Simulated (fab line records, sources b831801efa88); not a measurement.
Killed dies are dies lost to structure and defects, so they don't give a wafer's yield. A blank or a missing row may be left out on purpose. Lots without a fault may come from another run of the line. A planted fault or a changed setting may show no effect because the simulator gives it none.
Which tool did it? | flow gf180mcu | 12 lots, 36 wafers sampled, at 7 steps of a route of 602

WHAT THE GAUGES READ, wafer by wafer
GF_CONTACT_RS_MEAS_25: measures by four-point-probe.
lot  | measured     | on            | CONTACT_W_RS (ohm/sq)
L771 | day 16 18:31 | film_metro-03 | 0.386 0.389 0.386
L772 | day 17 03:21 | film_metro-03 | 0.390 0.386 0.389
L774 | day 17 21:23 | film_metro-02 | 0.382 0.384 0.384
L777 | day 18 21:27 | film_metro-04 | 0.384 0.390 0.388
L778 | day 19 04:00 | film_metro-03 | 0.389 0.391 0.388
L779 | day 19 09:55 | film_metro-03 | 0.386 0.386 0.390
L780 | day 19 22:58 | film_metro-03 | 0.390 0.380 0.388
L781 | day 20 03:52 | film_metro-02 | 0.387 0.470 0.470
L782 | day 20 13:24 | film_metro-02 | 0.381 0.379 0.469
L791 | day 23 14:58 | film_metro-02 | 0.388 0.385 0.381
L792 | day 24 10:05 | film_metro-03 | 0.383 0.386 0.384
L793 | day 24 12:02 | film_metro-04 | 0.387 0.381 0.383

GF_CONTACT_THK_MEAS_26: measures by xrf.
lot  | measured     | on            | CONTACT_W_THK (nm)
L771 | day 16 18:37 | film_metro-03 | 291.9 289.0 289.3
L772 | day 17 03:28 | film_metro-03 | 290.3 292.5 291.0
L774 | day 17 21:29 | film_metro-02 | 297.4 295.1 295.4
L777 | day 18 21:34 | film_metro-04 | 290.6 286.4 288.0
L778 | day 19 04:07 | film_metro-03 | 291.1 285.9 289.2
L779 | day 19 10:01 | film_metro-03 | 290.2 290.6 287.3
L780 | day 19 23:05 | film_metro-03 | 286.7 295.1 290.5
L781 | day 20 03:59 | film_metro-02 | 289.9 237.3 238.8
L782 | day 20 13:31 | film_metro-02 | 293.1 292.5 238.9
L791 | day 23 15:05 | film_metro-02 | 286.1 287.2 291.4
L792 | day 24 10:13 | film_metro-03 | 294.5 292.1 293.2
L793 | day 24 12:08 | film_metro-04 | 289.2 294.3 290.9

GF_M4_OVL_MEAS_15.
lot  | measured     | on         | M4_OVL (nm)
L771 | day 24 03:23 | overlay-01 | -5 -7 1
L772 | day 24 11:33 | overlay-02 | 3 2 6
L774 | day 25 04:43 | overlay-01 | 6 5 5
L777 | day 26 02:36 | overlay-01 | -2 -7 -3
L778 | day 26 07:19 | overlay-01 | -7 -11 -5
L779 | day 26 11:10 | overlay-01 | -2 1 -1
L780 | day 26 23:30 | overlay-01 | -4 -6 -5
L781 | day 27 03:52 | overlay-01 | 7 3 0
L782 | day 27 12:25 | overlay-01 | -7 -5 -2
L791 | day 30 00:30 | overlay-02 | -4 -6 -12
L792 | day 30 18:31 | overlay-01 | 12 6 9
L793 | day 30 20:03 | overlay-02 | 10 7 7

WHICH TOOL RAN EACH LOT (tool, then ch and the chambers of the sampled wafers, then the start)
lot  | GF_CONTACT_CVD_24             | GF_CONTACT_CMP_27             | GF_V3_SPUTTER_22             | GF_M4_SPUTTER_01
L771 | cvd_w-01 ch 0,1, day 16 18:21 | cmp-01 ch 1,2,3, day 16 18:47 | pvd_sputter-04, day 23 04:19 | pvd_sputter-04, day 23 05:02
L772 | cvd_w-01 ch 0,1, day 17 03:14 | cmp-01 ch 0,2,3, day 17 03:38 | pvd_sputter-04, day 23 12:17 | pvd_sputter-01, day 23 13:01
L774 | cvd_w-01 ch 0,1, day 17 21:17 | cmp-01 ch 1,2,3, day 17 21:40 | pvd_sputter-02, day 24 05:37 | pvd_sputter-02, day 24 06:21
L777 | cvd_w-02 ch 0,1, day 18 21:20 | cmp-01 ch 2,3, day 18 21:37   | pvd_sputter-04, day 25 04:17 | pvd_sputter-04, day 25 05:01
L778 | cvd_w-01 ch 0,1, day 19 03:54 | cmp-01 ch 0,2,3, day 19 04:17 | pvd_sputter-04, day 25 09:06 | pvd_sputter-01, day 25 09:50
L779 | cvd_w-02 ch 0,1, day 19 09:47 | cmp-01 ch 0,2,3, day 19 10:08 | pvd_sputter-04, day 25 12:49 | pvd_sputter-01, day 25 13:43
L780 | cvd_w-02 ch 0,1, day 19 22:52 | cmp-01 ch 0,3, day 19 23:11   | pvd_sputter-02, day 26 01:35 | pvd_sputter-04, day 26 02:32
L781 | cvd_w-02 ch 0,1, day 20 03:46 | cmp-02 ch 1,3, day 20 04:05   | pvd_sputter-04, day 26 05:59 | pvd_sputter-02, day 26 07:04
L782 | cvd_w-02 ch 0,1, day 20 13:18 | cmp-02 ch 0,1,3, day 20 13:35 | pvd_sputter-04, day 26 14:52 | pvd_sputter-02, day 26 15:35
L791 | cvd_w-02 ch 0,1, day 23 14:51 | cmp-02 ch 1,2, day 23 15:08   | pvd_sputter-02, day 29 04:17 | pvd_sputter-04, day 29 05:01
L792 | cvd_w-01 ch 0,1, day 24 09:59 | cmp-02 ch 0,1,2, day 24 10:16 | pvd_sputter-04, day 29 22:34 | pvd_sputter-02, day 29 23:18
L793 | cvd_w-01 ch 0,1, day 24 11:55 | cmp-02 ch 0,2,3, day 24 12:20 | pvd_sputter-04, day 30 00:35 | pvd_sputter-01, day 30 01:19
- GF_CONTACT_CVD_24: deposits W, target thk 300 nm, time 90.339 s.
- GF_CONTACT_CMP_27: polishes, stops on SiO2, t overpolish 15 s, target thk 0 nm.
- GF_V3_SPUTTER_22: material TiN, target thk 10 nm, time 40 s.
- GF_M4_SPUTTER_01: material TiN, target thk 30 nm, time 25 s.

WHAT THE TOOLS THEMSELVES READ (means of the sampled wafers that have a number; where no wafer has one, the mark that the record gives instead)
GF_CONTACT_CVD_24.
lot  | tool     | heater_power_w (W) | susceptor_temp_C (C)
L771 | cvd_w-01 | 835                | 399.90
L772 | cvd_w-01 | 824                | 400.06
L774 | cvd_w-01 | 835                | 399.98
L777 | cvd_w-02 | 785                | 400.02
L778 | cvd_w-01 | 816                | 400.02
L779 | cvd_w-02 | 808                | 399.88
L780 | cvd_w-02 | 820                | 400.06
L781 | cvd_w-02 | 776                | 392.80
L782 | cvd_w-02 | 762                | 396.66
L791 | cvd_w-02 | 789                | 399.88
L792 | cvd_w-01 | 832                | 399.97
L793 | cvd_w-01 | 834                | 399.85

GF_CONTACT_CMP_27.
lot  | tool   | edge_zone_pressure_frac | motor_current_A (A) | time_to_endpoint_s (s)
L771 | cmp-01 | 0.994                   | 9.9                 | 75
L772 | cmp-01 | 1.001                   | 9.7                 | 73
L774 | cmp-01 | 1.005                   | 9.7                 | 78
L777 | cmp-01 | 1.000                   | 9.5                 | 74
L778 | cmp-01 | 1.000                   | 9.6                 | 74
L779 | cmp-01 | 1.001                   | 9.9                 | 74
L780 | cmp-01 | 1.004                   | 9.6                 | 73
L781 | cmp-02 | 1.000                   | 10.9                | 63
L782 | cmp-02 | 0.997                   | 10.9                | 69
L791 | cmp-02 | 1.000                   | 11.9                | 70
L792 | cmp-02 | 0.999                   | 11.5                | 71
L793 | cmp-02 | 0.999                   | 11.6                | 72

GF_V3_SPUTTER_22.
lot  | tool           | throttle_valve_pct (%)
L771 | pvd_sputter-04 | 30.1
L772 | pvd_sputter-04 | 30.4
L774 | pvd_sputter-02 | 30.5
L777 | pvd_sputter-04 | 30.6
L778 | pvd_sputter-04 | 30.7
L779 | pvd_sputter-04 | 30.5
L780 | pvd_sputter-02 | 29.6
L781 | pvd_sputter-04 | 30.2
L782 | pvd_sputter-04 | 30.3
L791 | pvd_sputter-02 | 30.1
L792 | pvd_sputter-04 | 30.2
L793 | pvd_sputter-04 | 30.1

GF_M4_SPUTTER_01.
lot  | tool           | throttle_valve_pct (%)
L771 | pvd_sputter-04 | 30.2
L772 | pvd_sputter-01 | 29.4
L774 | pvd_sputter-02 | 29.8
L777 | pvd_sputter-04 | 30.7
L778 | pvd_sputter-01 | 29.6
L779 | pvd_sputter-01 | 28.6
L780 | pvd_sputter-04 | 30.0
L781 | pvd_sputter-02 | 29.8
L782 | pvd_sputter-02 | 30.4
L791 | pvd_sputter-04 | 30.2
L792 | pvd_sputter-02 | 30.0
L793 | pvd_sputter-01 | 29.8

THE ANSWER, worked out from the rows above alone
Rule: what is usual is taken from the lots themselves. Put in order of their means at a reading, lots are off if they are a third of the lots or fewer, leave a main group of 4 or more, and stand apart from it by a gap of 3 or more times the standard deviation of the main group's means; of several such gaps the widest counts. A main group whose means are all the same, to the digits that the tables above print for the reading, isn't used. A lot without any number at a reading at which 4 lots or more have one is off too. The other lots that the step has rows for count as sound. The gauges are gone through in route order, then the tools' own readings, and for those a lot's mean is taken as printed above. The first step at which some lot is off is used, and at that step the reading that is off furthest; a lot without a number counts as furthest.
Off: L781, L782, at GF_CONTACT_RS_MEAS_25 (CONTACT_W_RS). The main group: mean 0.386 ohm/sq, standard deviation 0.002.
A tool fits if, at a process step before that reading, it ran every lot that is off, and no sound lot after the first of them. The gauges at GF_CONTACT_RS_MEAS_25 aren't tried: what is off there is off at GF_CONTACT_CVD_24 too, on other tools, and a gauge's error can't cause that. None of those tried fits.

WHAT THE SIMULATOR HAD PUT IN
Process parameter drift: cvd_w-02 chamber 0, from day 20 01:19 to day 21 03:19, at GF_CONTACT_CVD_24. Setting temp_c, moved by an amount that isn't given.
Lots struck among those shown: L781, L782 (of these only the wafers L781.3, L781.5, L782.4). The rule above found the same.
